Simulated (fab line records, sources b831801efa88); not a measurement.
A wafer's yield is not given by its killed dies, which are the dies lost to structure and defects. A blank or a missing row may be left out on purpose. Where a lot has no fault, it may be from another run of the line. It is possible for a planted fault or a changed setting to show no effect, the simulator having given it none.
Which tool is to blame? + flow gf180mcu + 11 lots, 33 wafers sampled, at 5 steps of a route of 602

WHAT THE GAUGES SHOWED, per wafer
GF_HV_LDD_TW_MEAS_38.
| lot  | measured     | on            | HV_LDD_3_TW    |
|------|--------------|---------------|----------------|
| L742 | day 11 17:41 | film metro-04 | 1430 1428 1423 |
| L743 | day 12 01:55 | film metro-04 | 1432 1435 1428 |
| L744 | day 12 09:07 | film metro-04 | 1433 1429 1438 |
| L746 | day 12 22:15 | film metro-01 | 1444 1435 1442 |
| L747 | day 13 13:39 | film metro-04 | 1326 1328 1326 |
| L750 | day 15 02:06 | film metro-01 | 1334 1326 1335 |
| L758 | day 17 11:59 | film metro-03 | 1415 1404 1415 |
| L759 | day 17 11:41 | film metro-03 | 1407 1411 1409 |
| L761 | day 17 23:53 | film metro-03 | 1415 1409 1412 |
| L762 | day 18 08:38 | film metro-04 | 1422 1429 1430 |
| L764 | day 19 02:07 | film metro-03 | 1412 1405 1408 |

TOOL THAT RAN EACH LOT (tool first, then ch and the chambers of the sampled wafers, then the start)
| lot  | GF_VT_IMPLANT_RTA_45             | GF_DUAL_GATE_STRIP_13                | GF_POLY_GATE_ETCH_12               | GF_HV_LDD_IMPLANT_34            |
|------|----------------------------------|--------------------------------------|------------------------------------|---------------------------------|
| L742 | rtp anneal-02 ch 0, day 7 16:17  | plasma asher-02 ch 0,1, day 8 11:49  | rie diel-01 ch 0,1,2, day 9 07:54  | implanter-01 ch 0, day 11 17:08 |
| L743 | rtp anneal-02 ch 0, day 7 23:43  | plasma asher-04 ch 0,1, day 8 18:31  | rie diel-04 ch 1,3, day 9 16:21    | implanter-02 ch 0, day 12 01:23 |
| L744 | rtp anneal-02 ch 0, day 8 07:10  | plasma asher-04 ch 0, day 9 02:03    | rie diel-03 ch 1,2,3, day 9 22:50  | implanter-01 ch 0, day 12 08:35 |
| L746 | rtp anneal-01 ch 0, day 8 19:47  | plasma asher-01 ch 0,1, day 9 15:12  | rie diel-01 ch 0,2, day 10 11:41   | implanter-02 ch 0, day 12 21:44 |
| L747 | rtp anneal-02 ch 0, day 9 06:59  | plasma asher-04 ch 0, day 10 02:31   | rie diel-01 ch 0,2,3, day 11 00:08 | implanter-02 ch 0, day 13 13:06 |
| L750 | rtp anneal-02 ch 0, day 10 14:50 | plasma asher-02 ch 0,1, day 11 11:46 | rie diel-04 ch 1,2,3, day 12 10:11 | implanter-02 ch 0, day 15 01:33 |
| L758 | rtp anneal-02 ch 0, day 12 12:24 | plasma asher-01 ch 0,1, day 13 11:32 | rie diel-03 ch 2,3, day 14 14:20   | implanter-01 ch 0, day 17 11:26 |
| L759 | rtp anneal-02 ch 0, day 12 15:08 | plasma asher-01 ch 0,1, day 13 13:13 | rie diel-01 ch 1,2,3, day 14 13:59 | implanter-03 ch 0, day 17 11:08 |
| L761 | rtp anneal-02 ch 0, day 13 01:11 | plasma asher-02 ch 0, day 14 01:01   | rie diel-01 ch 1,2,3, day 15 02:50 | implanter-02 ch 0, day 17 23:20 |
| L762 | rtp anneal-02 ch 0, day 13 10:02 | plasma asher-02 ch 0,1, day 14 09:17 | rie diel-04 ch 0,1,2, day 15 10:17 | implanter-03 ch 0, day 18 08:07 |
| L764 | rtp anneal-01 ch 0, day 13 23:40 | plasma asher-04 ch 0,1, day 14 23:50 | rie diel-04 ch 2,3, day 16 02:17   | implanter-02 ch 0, day 19 01:34 |
- GF_VT_IMPLANT_RTA_45: time 30 s.
- GF_DUAL_GATE_STRIP_13: strips in O2/N2.
- GF_POLY_GATE_ETCH_12: etches BARC in N2/H2.
- GF_HV_LDD_IMPLANT_34

THE ANSWER, worked out from the rows above alone
Rule: the usual values come from the lots themselves. The widest of any qualifying gaps counts: lots, ordered by their means at a reading, are off when they make up no more than a third of the lots, leave a main group of 4 or more, and stand apart from it by 3 or more times the standard deviation of that group's means. Not used: any main group whose means are identical at the precision the tables above print for the reading. Also off: a lot with no number at a reading for which 4 or more lots have one. Any other lot the step has rows for is counted as sound.
Off: L747, L750, at GF_HV_LDD_TW_MEAS_38 (HV_LDD_3_TW). For the main group the mean is 1422 and the standard deviation 11.
If a tool, at a process step before that reading, ran all the lots that are off and no sound lot after the first of them, it fits. The gauges at GF_HV_LDD_TW_MEAS_38 are tried like those tools. Of those tried, none fits.

WHAT THE SIMULATOR HAD INSERTED
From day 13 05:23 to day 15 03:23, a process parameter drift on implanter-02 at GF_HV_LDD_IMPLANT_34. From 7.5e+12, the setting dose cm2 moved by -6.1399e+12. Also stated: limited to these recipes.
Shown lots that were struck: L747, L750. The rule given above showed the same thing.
